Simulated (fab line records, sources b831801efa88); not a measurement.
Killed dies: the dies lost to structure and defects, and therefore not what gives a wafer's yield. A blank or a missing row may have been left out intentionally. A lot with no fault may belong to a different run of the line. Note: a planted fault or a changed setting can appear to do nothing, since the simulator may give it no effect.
fab line records	flow sky130
record: lots: 5	wafers: 27
route steps=708 shown CAPM@539 METAL4@600 METAL5@665 PASSIVATION@690 PAD_OPEN@694
start-h: start of the lot's first displayed wafer, in hours after the record's first day	wait-h: hours from the lot's prior step to this one	" unchanged from the row above	L1.1+2: a row that stands for several wafers	- no value, or no start was given	* or withheld: withheld	< > ~ a bound
route shown NAME@n: a module of which the file shows steps, and the number in the route of the first	usual: mean and standard deviation over wafers with no fault	same: alike in all rows	chamber/n: place in a boat	sites: each site's reading	_std_site: the values' standard deviation	_edge_site: outer sites' mean less inner sites'	radius-mm: for every site, how far away it sits from the centre of the wafer	mask NAME#n: copy n	behind: the last tool/chamber to shape the wafer	hold: why the lot went on hold/how many hours it stayed there/how the hold came to an end	device: transistor that didn't switch, given as n, p or np	end of line: tests of these same wafers at the route's end	a step without rows: its recipe alone	killed: at the first sort, the dies lost to defects and structure; wafer yield is something else	map: a wafer's dies, x killed, . not, _ none there
set.NAME: the setting the step ran with; set.NAME@STEP: the setting that earlier step ran with	model.NAME: the simulator's own value behind a step, which no gauge read
one table per step and one row per wafer, for lots whose settings were changed on purpose
== steps ==
step: SKY_CAPM_SPUTTER_02
recipe: material: TiN	target-thk-nm: 200	temp-c: 300	power-w: 6500	time-s: 166.7	chamber-pressure-pa: 0.4
lot.wafer	tool	chamber	start-h	wait-h	set.time-s	model.TiN_of_CAPM_SPUTTER_02.thk-nm
L074.1	pvd-sputter-04	-	836.91	0.1	97.81	118.5
L074.2	"	-	"	"	166.7	199.1
L074.3	"	-	"	"	97.81	112.7
L074.4	"	-	"	"	97.81	115.6
L074.5	"	-	"	"	166.7	199.2
L074.6	"	-	"	"	166.7	197.4
L077.1	pvd-sputter-01	-	877.36	0.1	166.7	204
L077.2	"	-	"	"	166.7	200.2
L077.3	"	-	"	"	166.7	203
L077.4	"	-	"	"	166.7	198.2
L077.5	"	-	"	"	166.7	199.6
L077.6	"	-	"	"	166.7	204.6
L080.1	pvd-sputter-01	-	892.07	0.1	166.7	201.8
L080.2	"	-	"	"	115.3	135.3
L080.3	"	-	"	"	115.3	136.6
L080.4	"	-	"	"	166.7	200.4
L080.5	"	-	"	"	166.7	198.4
L080.6	"	-	"	"	115.3	140
L079.2	pvd-sputter-01	-	894.19	0.0	166.7	195
L079.3	"	-	"	"	166.7	200
L079.5	"	-	"	"	166.7	198
L085.1+6	pvd-sputter-01	-	932.63	0.1	166.7	204
L085.2	"	-	"	"	166.7	200.9
L085.3	"	-	"	"	166.7	203.9
L085.4	"	-	"	"	166.7	199.8
L085.5	"	-	"	"	166.7	199.6
step: SKY_CAPM_RS_MEAS_03
recipe: thk-meas-gauge: four-point-probe	reads: TiN_of_CAPM_SPUTTER_02
usual: CAPM_TIN_RS: 6.92/0.089
lot.wafer	tool	chamber	start-h	wait-h	set.time-s@CAPM_SPUTTER_02	CAPM_TIN_RS[ohm/sq]
L074.1	film-metro-02	-	837.02	0.1	97.81	11.87
L074.2	"	-	"	"	166.7	6.95
L074.3	"	-	"	"	97.81	12.48
L074.4	"	-	"	"	97.81	12.16
L074.5	"	-	"	"	166.7	6.94
L074.6	"	-	"	"	166.7	7.01
L077.1	film-metro-04	-	877.47	0.1	166.7	6.77
L077.2	"	-	"	"	166.7	6.90
L077.3	"	-	"	"	166.7	6.80
L077.4	"	-	"	"	166.7	6.98
L077.5	"	-	"	"	166.7	6.91
L077.6	"	-	"	"	166.7	6.75
L080.1	film-metro-02	-	892.19	0.1	166.7	6.85
L080.2	"	-	"	"	115.3	10.33
L080.3	"	-	"	"	115.3	10.25
L080.4	"	-	"	"	166.7	6.90
L080.5	"	-	"	"	166.7	6.98
L080.6	"	-	"	"	115.3	9.99
L079.2	film-metro-01	-	894.32	0.1	166.7	7.10
L079.3	"	-	"	"	166.7	6.93
L079.5	"	-	"	"	166.7	6.98
L085.1	film-metro-01	-	932.74	0.1	166.7	6.77
L085.2	"	-	"	"	166.7	6.88
L085.3	"	-	"	"	166.7	6.78
L085.4	"	-	"	"	166.7	6.92
L085.5	"	-	"	"	166.7	6.93
L085.6	"	-	"	"	166.7	6.78
step: SKY_CAPM_THK_MEAS_04
recipe: thk-meas-gauge: xrf	reads: TiN_of_CAPM_SPUTTER_02
usual: CAPM_TIN_THK: 198.6/2.6
lot.wafer	tool	chamber	start-h	wait-h	set.time-s@CAPM_SPUTTER_02	CAPM_TIN_THK[nm]
L074.1	film-metro-02	-	837.14	0.1	97.81	117.5
L074.2	"	-	"	"	166.7	198.7
L074.3	"	-	"	"	97.81	112.0
L074.4	"	-	"	"	97.81	115.2
L074.5	"	-	"	"	166.7	198.4
L074.6	"	-	"	"	166.7	196.7
L077.1	film-metro-04	-	877.59	0.1	166.7	202.4
L077.2	"	-	"	"	166.7	199.4
L077.3	"	-	"	"	166.7	201.8
L077.4	"	-	"	"	166.7	196.0
L077.5	"	-	"	"	166.7	198.8
L077.6	"	-	"	"	166.7	203.1
L080.1	film-metro-02	-	892.31	0.1	166.7	201.0
L080.2	"	-	"	"	115.3	134.7
L080.3	"	-	"	"	115.3	136.2
L080.4	"	-	"	"	166.7	199.3
L080.5	"	-	"	"	166.7	197.5
L080.6	"	-	"	"	115.3	139.5
L079.2	film-metro-01	-	894.43	0.1	166.7	192.0
L079.3	"	-	"	"	166.7	196.9
L079.5	"	-	"	"	166.7	194.6
L085.1	film-metro-01	-	932.86	0.1	166.7	202.7
L085.2	"	-	"	"	166.7	199.1
L085.3	"	-	"	"	166.7	202.1
L085.4	"	-	"	"	166.7	199.0
L085.5	"	-	"	"	166.7	197.9
L085.6	"	-	"	"	166.7	202.9
step: SKY_CAPM_DEHYDRATE_05
recipe: temp-c: 200	time-s: 60
step: SKY_CAPM_HMDS_06
recipe: prime-time-s: 60	prime-temp-c: 120
step: SKY_CAPM_DEVELOP_11
recipe: resist: NOVOLAK	developer: TMAH	develop-time-s: 60	dev-temp-c: 23
step: SKY_CAPM_METAL_ETCH_13
recipe: target-depth-nm: 220	stop-on: SiO2	chemistry: Cl2/BCl3	target: TiN	pressure-mtorr: 10	icp-w: 900	bias-w: 48.5	Cl2_flow_sccm: 60	bcl3-flow-sccm: 30	time-s: 62.9
usual: oes-product-au: 0.941/0.0083
lot.wafer	tool	chamber	start-h	wait-h	set.time-s@CAPM_SPUTTER_02	oes-product-au
L074.1	rie-metal-02	1	863.50	0.0	97.81	0.709
L074.2	"	1	"	"	166.7	0.939
L074.3	"	1	"	"	97.81	0.698
L074.4	"	1	"	"	97.81	0.704
L074.5	"	1	"	"	166.7	0.942
L074.6	"	1	"	"	166.7	0.932
L077.1	rie-metal-02	1	902.92	0.0	166.7	0.956
L077.2	"	1	"	"	166.7	0.944
L077.3	"	1	"	"	166.7	0.949
L077.4	"	1	"	"	166.7	0.936
L077.5	"	1	"	"	166.7	0.940
L077.6	"	1	"	"	166.7	0.951
L080.1	rie-metal-04	0	916.45	0.0	166.7	0.953
L080.2	"	1	"	"	115.3	0.749
L080.3	"	0	"	"	115.3	0.762
L080.4	"	1	"	"	166.7	0.951
L080.5	"	1	"	"	166.7	0.933
L080.6	"	0	"	"	115.3	0.767
L079.2	rie-metal-01	0	918.60	0.0	166.7	0.928
L079.3	"	1	"	"	166.7	0.945
L079.5	"	1	"	"	166.7	0.936
L085.1	rie-metal-01	1	957.10	0.0	166.7	0.954
L085.2	"	0	"	"	166.7	0.940
L085.3	"	0	"	"	166.7	0.949
L085.4	"	1	"	"	166.7	0.939
L085.5	"	0	"	"	166.7	0.937
L085.6	"	1	"	"	166.7	0.946
step: SKY_METAL4_SPUTTER_02
recipe: material: AlCu	target-thk-nm: 735	power-w: 10600	time-s: 39.1	chamber-pressure-pa: 0.4
lot.wafer	tool	chamber	start-h	wait-h	set.time-s	model.AlCu_of_METAL4_SPUTTER_02.thk-nm
L074.1	pvd-sputter-03	-	919.59	0.0	24.33	444.4
L074.2	"	-	"	"	24.33	455.5
L074.3	"	-	"	"	39.1	728.5
L074.4	"	-	"	"	39.1	721.3
L074.5	"	-	"	"	24.33	458.7
L074.6	"	-	"	"	39.1	728.8
L077.1	pvd-sputter-01	-	957.01	0.0	39.1	733.8
L077.2	"	-	"	"	39.1	737.8
L077.3+5	"	-	"	"	39.1	733.2
L077.4	"	-	"	"	39.1	742.5
L077.6	"	-	"	"	39.1	739.5
L080.1	pvd-sputter-03	-	970.21	0.0	39.1	736.1
L080.2	"	-	"	"	45.03	845.2
L080.3	"	-	"	"	45.03	839.3
L080.4	"	-	"	"	45.03	854.3
L080.5	"	-	"	"	39.1	738.1
L080.6	"	-	"	"	39.1	743.3
L079.2	pvd-sputter-03	-	972.19	0.0	39.1	724
L079.3	"	-	"	"	39.1	730.5
L079.5	"	-	"	"	39.1	728.2
L085.1	pvd-sputter-02	-	1008.02	0.0	39.1	744.9
L085.2	"	-	"	"	39.1	740.7
L085.3	"	-	"	"	39.1	746.8
L085.4	"	-	"	"	39.1	750.4
L085.5	"	-	"	"	39.1	745.5
L085.6	"	-	"	"	39.1	743.8
step: SKY_METAL4_DEVELOP_12
recipe: develop-time-s: 60	resist: KrF-thick	dev-temp-c: 21
lot.wafer	tool	chamber	start-h	wait-h	set.develop-time-s
L074.1+2+3	litho-track-02	0	-	-	86.66
L074.4+5+6	"	0	"	"	60
L077.1+3+4	litho-track-04	0	-	-	32.7
L077.2+5+6	"	0	"	"	60
L080.1+2+5	litho-track-01	0	-	-	80.71
L080.3+4+6	"	0	"	"	60
L079.2+3+5	litho-track-02	0	-	-	60
L085.1+4+6	litho-track-02	0	-	-	60
L085.2+3+5	"	0	"	"	33.74
step: SKY_METAL4_CD_MEAS_13
recipe: target-cd-nm: 300
usual: cd-nm: 300.6/1.4
lot.wafer	tool	chamber	start-h	wait-h	set.develop-time-s@METAL4_DEVELOP_12	cd-nm
L074.1	cd-sem-02	-	969.72	-	86.66	290.2
L074.2	"	-	"	"	86.66	292.4
L074.3	"	-	"	"	86.66	292.5
L074.4	"	-	"	"	60	299.1
L074.5	"	-	"	"	60	300.1
L074.6	"	-	"	"	60	298.3
L077.1	cd-sem-02	-	1004.84	-	32.7	313.8
L077.2	"	-	"	"	60	300.1
L077.3	"	-	"	"	32.7	313.0
L077.4	"	-	"	"	32.7	312.3
L077.5	"	-	"	"	60	300.2
L077.6	"	-	"	"	60	299.4
L080.1	cd-sem-02	-	1017.07	-	80.71	297.7
L080.2	"	-	"	"	80.71	295.4
L080.3	"	-	"	"	60	300.9
L080.4	"	-	"	"	60	301.8
L080.5	"	-	"	"	80.71	297.2
L080.6	"	-	"	"	60	302.3
L079.2	cd-sem-02	-	1019.69	-	60	301.2
L079.3	"	-	"	"	60	302.5
L079.5	"	-	"	"	60	300.8
L085.1	cd-sem-01	-	1053.52	-	60	299.6
L085.2	"	-	"	"	33.74	311.7
L085.3	"	-	"	"	33.74	311.8
L085.4	"	-	"	"	60	300.6
L085.5	"	-	"	"	33.74	311.6
L085.6	"	-	"	"	60	298.6
step: SKY_METAL4_DESCUM_15
recipe: chemistry: O2	source-power-w: 150	bias-power-w: 0	pressure-mtorr: 10	temp-c: 40	time-s: 8
lot.wafer	tool	chamber	start-h	wait-h	set.develop-time-s@METAL4_DEVELOP_12	model.METAL4.cd-nm
L074.1	rie-metal-03	0	969.87	0.0	86.66	290.7
L074.2	"	1	"	"	86.66	293.2
L074.3	"	0	"	"	86.66	292.8
L074.4	"	1	"	"	60	299.2
L074.5	"	1	"	"	60	300.9
L074.6	"	0	"	"	60	299
L077.1	rie-metal-01	0	1004.99	0.0	32.7	313.8
L077.2	"	1	"	"	60	299.9
L077.3	"	0	"	"	32.7	313.7
L077.4	"	1	"	"	32.7	311.9
L077.5	"	1	"	"	60	300.2
L077.6	"	0	"	"	60	300.1
L080.1	rie-metal-03	1	1017.22	0.0	80.71	298.2
L080.2	"	0	"	"	80.71	296.4
L080.3	"	1	"	"	60	301.7
L080.4	"	0	"	"	60	302.5
L080.5	"	0	"	"	80.71	297.9
L080.6	"	1	"	"	60	302.3
L079.2	rie-metal-01	1	1019.82	0.0	60	301.2
L079.3	"	1	"	"	60	302.4
L079.5	"	1	"	"	60	300.4
L085.1	rie-metal-04	0	1053.67	0.0	60	300.3
L085.2	"	1	"	"	33.74	311.6
L085.3	"	1	"	"	33.74	311.7
L085.4	"	0	"	"	60	301
L085.5	"	0	"	"	33.74	312.3
L085.6	"	1	"	"	60	298.7
step: SKY_METAL4_ETCH_16
recipe: chemistry: N2/H2	target: BARC	ion-energy-ev: 200	bias-w: 100	pressure-mtorr: 30	n2-flow-sccm: 100	h2-flow-sccm: 200	icp-w: 500	stop-on: SiO2	time-s: 86.74	target-depth-a: 600
lot.wafer	tool	chamber	start-h	wait-h	set.develop-time-s@METAL4_DEVELOP_12	model.METAL4.cd-nm
L074.1	rie-metal-03	0	969.90	0.0	86.66	289
L074.2	"	1	"	"	86.66	292.8
L074.3	"	0	"	"	86.66	290.9
L074.4	"	1	"	"	60	299.8
L074.5	"	1	"	"	60	300.9
L074.6	"	0	"	"	60	297.1
L077.1	rie-metal-01	0	1005.03	0.0	32.7	314.9
L077.2+5	"	1	"	"	60	301.4
L077.3	"	0	"	"	32.7	313.9
L077.4	"	1	"	"	32.7	314
L077.6	"	0	"	"	60	300.6
L080.1	rie-metal-03	1	1017.26	0.0	80.71	298.1
L080.2	"	0	"	"	80.71	293.3
L080.3	"	1	"	"	60	301.1
L080.4	"	0	"	"	60	300
L080.5	"	0	"	"	80.71	295.8
L080.6	"	1	"	"	60	301.6
L079.2	rie-metal-01	1	1019.85	0.0	60	302.9
L079.3	"	1	"	"	60	303.5
L079.5	"	1	"	"	60	301.4
L085.1	rie-metal-04	0	1053.71	0.0	60	299.9
L085.2	"	1	"	"	33.74	312.6
L085.3	"	1	"	"	33.74	312.5
L085.4	"	0	"	"	60	300.1
L085.5	"	0	"	"	33.74	312.9
L085.6	"	1	"	"	60	299.4
step: SKY_METAL4_ETCH_17
recipe: target: SiO2	stop-on: TiN	chemistry: C4F8/O2/Ar	source-w: 1500	bias-w: 1200	pressure-mtorr: 40	c4f8-flow-sccm: withheld	O2_flow_sccm: 6	Ar_flow_sccm: 300	time-s: 3.9	target-depth-a: 150
step: SKY_METAL4_METAL_ETCH_18
recipe: target-depth-a: 8450	stop-on: SiO2	over-etch-frac: 0.3	time-s: 183.1	chemistry: Cl2/BCl3	resist-sidewall-deg: 88	pressure-mtorr: 10	icp-w: 900	bias-w: 48.5	Cl2_flow_sccm: 60	bcl3-flow-sccm: 30
usual: oes-product-au: 0.867/0.0057
lot.wafer	tool	chamber	start-h	wait-h	set.time-s@METAL4_SPUTTER_02	set.develop-time-s@METAL4_DEVELOP_12	oes-product-au	model.METAL4.cd-nm
L074.1	rie-metal-04	1	970.02	0.0	24.33	86.66	0.702	294.2
L074.2	"	1	"	"	24.33	86.66	0.707	297.8
L074.3	"	1	"	"	39.1	86.66	0.866	299.5
L074.4	"	1	"	"	39.1	60	0.863	306.6
L074.5	"	1	"	"	24.33	60	0.714	308.2
L074.6	"	1	"	"	39.1	60	0.865	303.9
L077.1	rie-metal-04	1	1005.14	0.0	39.1	32.7	0.871	317.1
L077.2	"	0	"	"	39.1	60	0.875	306.4
L077.3	"	1	"	"	39.1	32.7	0.871	318.5
L077.4	"	0	"	"	39.1	32.7	0.875	315.3
L077.5	"	1	"	"	39.1	60	0.866	305.4
L077.6	"	0	"	"	39.1	60	0.865	301.5
L080.1	rie-metal-04	1	1017.37	0.0	39.1	80.71	0.866	302.2
L080.2	"	0	"	"	45.03	80.71	0.935	294.7
L080.3	"	1	"	"	45.03	60	0.929	306.8
L080.4	"	0	"	"	45.03	60	0.938	298.3
L080.5	"	0	"	"	39.1	80.71	0.867	293.8
L080.6	"	1	"	"	39.1	60	0.862	305.7
L079.2	rie-metal-03	0	1019.97	0.0	39.1	60	0.860	304.6
L079.3	"	1	"	"	39.1	60	0.855	295.5
L079.5	"	0	"	"	39.1	60	0.866	302.9
L085.1	rie-metal-01	1	1053.82	0.0	39.1	60	0.869	292.6
L085.2	"	0	"	"	39.1	33.74	0.863	309.3
L085.3	"	1	"	"	39.1	33.74	0.878	306.2
L085.4	"	0	"	"	39.1	60	0.878	296.7
L085.5	"	0	"	"	39.1	33.74	0.875	308.8
L085.6	"	1	"	"	39.1	60	0.880	294.5
step: SKY_METAL5_SPUTTER_04
recipe: material: TiN	target-thk-nm: 70	power-w: 6500	time-s: 58.3	chamber-pressure-pa: 0.4
lot.wafer	tool	chamber	start-h	wait-h	set.time-s	model.TiN_of_METAL5_SPUTTER_04.thk-nm
L074.1	pvd-sputter-04	-	996.31	0.0	58.3	70.9
L074.2	"	-	"	"	29.05	35.22
L074.3	"	-	"	"	58.3	70.07
L074.4	"	-	"	"	29.05	35.56
L074.5	"	-	"	"	58.3	70.84
L074.6	"	-	"	"	29.05	35.31
L077.1	pvd-sputter-04	-	1030.79	0.0	46.02	55.7
L077.2+6	"	-	"	"	46.02	56.58
L077.3	"	-	"	"	58.3	71.06
L077.4	"	-	"	"	58.3	70.4
L077.5	"	-	"	"	58.3	71.33
L080.1	pvd-sputter-01	-	1041.96	0.0	58.3	69.81
L080.2	"	-	"	"	70.54	85.85
L080.3	"	-	"	"	58.3	70.7
L080.4	"	-	"	"	70.54	85.37
L080.5	"	-	"	"	70.54	84.75
L080.6	"	-	"	"	58.3	69.55
L079.2	pvd-sputter-03	-	1045.33	0.0	58.3	68.84
L079.3	"	-	"	"	58.3	68.87
L079.5	"	-	"	"	58.3	69.68
L085.1	pvd-sputter-01	-	1077.95	0.0	58.3	69.13
L085.2	"	-	"	"	58.3	69.29
L085.3	"	-	"	"	58.3	68.83
L085.4	"	-	"	"	58.3	68
L085.5	"	-	"	"	58.3	69.73
L085.6	"	-	"	"	58.3	68.05
step: SKY_METAL5_THK_MEAS_06
recipe: thk-meas-gauge: xrf	reads: AlCu_of_METAL5_SPUTTER_02
usual: METAL5_ALCU_THK: 1148/16
lot.wafer	tool	chamber	start-h	wait-h	set.time-s@METAL5_SPUTTER_04	METAL5_ALCU_THK[nm]
L074.1	film-metro-04	-	996.48	0.1	58.3	1153
L074.2	"	-	"	"	29.05	1237
L074.3	"	-	"	"	58.3	1152
L074.4	"	-	"	"	29.05	1246
L074.5	"	-	"	"	58.3	1134
L074.6	"	-	"	"	29.05	1251
L077.1	film-metro-04	-	1030.96	0.1	46.02	1155
L077.2	"	-	"	"	46.02	1164
L077.3	"	-	"	"	58.3	1132
L077.4	"	-	"	"	58.3	1121
L077.5	"	-	"	"	58.3	1115
L077.6	"	-	"	"	46.02	1153
L080.1	film-metro-01	-	1042.13	0.1	58.3	1138
L080.2	"	-	"	"	70.54	1122
L080.3	"	-	"	"	58.3	1151
L080.4	"	-	"	"	70.54	1127
L080.5	"	-	"	"	70.54	1110
L080.6	"	-	"	"	58.3	1135
L079.2	film-metro-04	-	1045.51	0.1	58.3	1175
L079.3	"	-	"	"	58.3	1157
L079.5	"	-	"	"	58.3	1181
L085.1	film-metro-01	-	1078.11	0.1	58.3	1145
L085.2	"	-	"	"	58.3	1154
L085.3	"	-	"	"	58.3	1156
L085.4	"	-	"	"	58.3	1136
L085.5	"	-	"	"	58.3	1156
L085.6	"	-	"	"	58.3	1138
step: SKY_METAL5_DEHYDRATE_07
recipe: temp-c: 200	time-s: 60
step: SKY_METAL5_HMDS_08
recipe: prime-time-s: 60	prime-temp-c: 120
step: SKY_PASSIVATION_PEB_09
recipe: temp-c: 115	time-s: withheld
step: SKY_PASSIVATION_DEVELOP_10
recipe: develop-time-s: 60	dev-temp-c: 23
step: SKY_PASSIVATION_ETCH_11
recipe: chemistry: CF4/O2	target-depth-nm: 725	stop-on: AlCu	source-w: 800	bias-w: 146.6	pressure-mtorr: 150	cf4-flow-sccm: 80	O2_flow_sccm: 10	time-s: 161.1
lot.wafer	tool	chamber	start-h	wait-h	set.time-s@METAL5_SPUTTER_04	model.PASSIVATION.feature-depth-nm
L074.1	rie-diel-01	1	1043.25	-	58.3	707.8
L074.2	"	3	"	"	29.05	672
L074.3	"	0	"	"	58.3	704.3
L074.4	"	2	"	"	29.05	679.3
L074.5	"	2	"	"	58.3	713.4
L074.6	"	1	"	"	29.05	685
L077.1	rie-diel-03	0	1075.87	-	46.02	681.8
L077.2	"	2	"	"	46.02	680.6
L077.3	"	1	"	"	58.3	696.2
L077.4	"	3	"	"	58.3	708.7
L077.5	"	1	"	"	58.3	703.6
L077.6	"	0	"	"	46.02	694.9
L080.1	rie-diel-02	0	1085.73	-	58.3	696
L080.2	"	3	"	"	70.54	706.6
L080.3	"	1	"	"	58.3	696.7
L080.4	"	2	"	"	70.54	720.9
L080.5	"	2	"	"	70.54	721.7
L080.6	"	1	"	"	58.3	704.1
L079.2	rie-diel-03	3	1089.47	-	58.3	699.2
L079.3	"	0	"	"	58.3	698.2
L079.5	"	3	"	"	58.3	705.7
L085.1	rie-diel-03	1	1118.12	-	58.3	704.2
L085.2	"	2	"	"	58.3	699.4
L085.3	"	0	"	"	58.3	691.6
L085.4	"	3	"	"	58.3	701.2
L085.5	"	1	"	"	58.3	706.6
L085.6	"	0	"	"	58.3	703.6
step: SKY_PASSIVATION_STRIP_12
recipe: chemistry: O2/N2	power-w: 1400	pressure-mtorr: 1500	platen-temp-c: withheld	overash-fraction: 0.7	o2-flow-sccm: 3000	n2-flow-sccm: 300
step: SKY_PAD_OPEN_DEHYDRATE_00
recipe: temp-c: 200	time-s: 60
step: SKY_PAD_OPEN_PEB_05
recipe: temp-c: 115	time-s: withheld
step: SKY_PAD_OPEN_DEVELOP_06
recipe: develop-time-s: 60	dev-temp-c: 22.02
step: SKY_PAD_OPEN_ETCH_07
recipe: chemistry: CF4/O2	target-depth-nm: 725	stop-on: AlCu	source-w: 800	bias-w: 150	pressure-mtorr: 150	cf4-flow-sccm: 80	O2_flow_sccm: 10	time-s: 161.1
lot.wafer	tool	chamber	start-h	wait-h	set.time-s@METAL5_SPUTTER_04	model.PAD_OPEN.feature-depth-nm
L074.1	rie-diel-02	0	1065.23	-	58.3	707.8
L074.2	"	2	"	"	29.05	672
L074.3	"	3	"	"	58.3	704.3
L074.4	"	1	"	"	29.05	679.3
L074.5	"	0	"	"	58.3	713.4
L074.6	"	1	"	"	29.05	685
L077.1	rie-diel-02	2	1097.02	-	46.02	681.8
L077.2	"	1	"	"	46.02	680.6
L077.3	"	3	"	"	58.3	696.2
L077.4	"	0	"	"	58.3	708.7
L077.5	"	1	"	"	58.3	703.6
L077.6	"	0	"	"	46.02	694.9
L080.1	rie-diel-02	1	1106.22	-	58.3	696
L080.2	"	3	"	"	70.54	715.5
L080.3	"	2	"	"	58.3	696.7
L080.4	"	0	"	"	70.54	714.7
L080.5	"	3	"	"	70.54	715.2
L080.6	"	0	"	"	58.3	704.1
L079.2	rie-diel-01	0	1109.92	-	58.3	699.2
L079.3	"	3	"	"	58.3	698.2
L079.5	"	0	"	"	58.3	705.7
L085.1	rie-diel-02	0	1137.94	-	58.3	704.2
L085.2	"	2	"	"	58.3	699.4
L085.3	"	1	"	"	58.3	691.6
L085.4	"	3	"	"	58.3	701.2
L085.5	"	2	"	"	58.3	706.6
L085.6	"	1	"	"	58.3	709.6
== key ==
split: step: SKY_CAPM_SPUTTER_02	setting: time-s	stated: 166.7	by: wafer
response: step: SKY_CAPM_SPUTTER_02	reading: model.TiN_of_CAPM_SPUTTER_02.thk-nm	change: +2.02	per: 1%	r: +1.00
response: step: SKY_CAPM_RS_MEAS_03	reading: CAPM_TIN_RS	change: -0.119	per: 1%	r: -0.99
response: step: SKY_CAPM_THK_MEAS_04	reading: CAPM_TIN_THK	change: +2.02	per: 1%	r: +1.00
response: step: SKY_CAPM_METAL_ETCH_13	reading: oes-product-au	change: +0.0058	per: 1%	r: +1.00
split: step: SKY_METAL4_SPUTTER_02	setting: time-s	stated: 39.1	by: wafer
response: step: SKY_METAL4_SPUTTER_02	reading: model.AlCu_of_METAL4_SPUTTER_02.thk-nm	change: +7.21	per: 1%	r: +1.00
response: step: SKY_METAL4_METAL_ETCH_18	reading: oes-product-au	change: +0.00422	per: 1%	r: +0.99
split: step: SKY_METAL4_DEVELOP_12	setting: develop-time-s	stated: 60	by: wafer
response: step: SKY_METAL4_CD_MEAS_13	reading: cd-nm	change: -0.227	per: 1%	r: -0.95
response: step: SKY_METAL4_DESCUM_15	reading: model.METAL4.cd-nm	change: -0.224	per: 1%	r: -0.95
response: step: SKY_METAL4_ETCH_16	reading: model.METAL4.cd-nm	change: -0.239	per: 1%	r: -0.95
response: step: SKY_METAL4_METAL_ETCH_18	reading: model.METAL4.cd-nm	change: -0.251	per: 1%	r: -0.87
split: step: SKY_METAL5_SPUTTER_04	setting: time-s	stated: 58.3	by: wafer
response: step: SKY_METAL5_SPUTTER_04	reading: model.TiN_of_METAL5_SPUTTER_04.thk-nm	change: +0.705	per: 1%	r: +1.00
response: step: SKY_METAL5_THK_MEAS_06	reading: METAL5_ALCU_THK	change: -1.8	per: 1%	r: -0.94
response: step: SKY_PASSIVATION_ETCH_11	reading: model.PASSIVATION.feature-depth-nm	change: +0.652	per: 1%	r: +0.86
response: step: SKY_PAD_OPEN_ETCH_07	reading: model.PAD_OPEN.feature-depth-nm	change: +0.644	per: 1%	r: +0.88
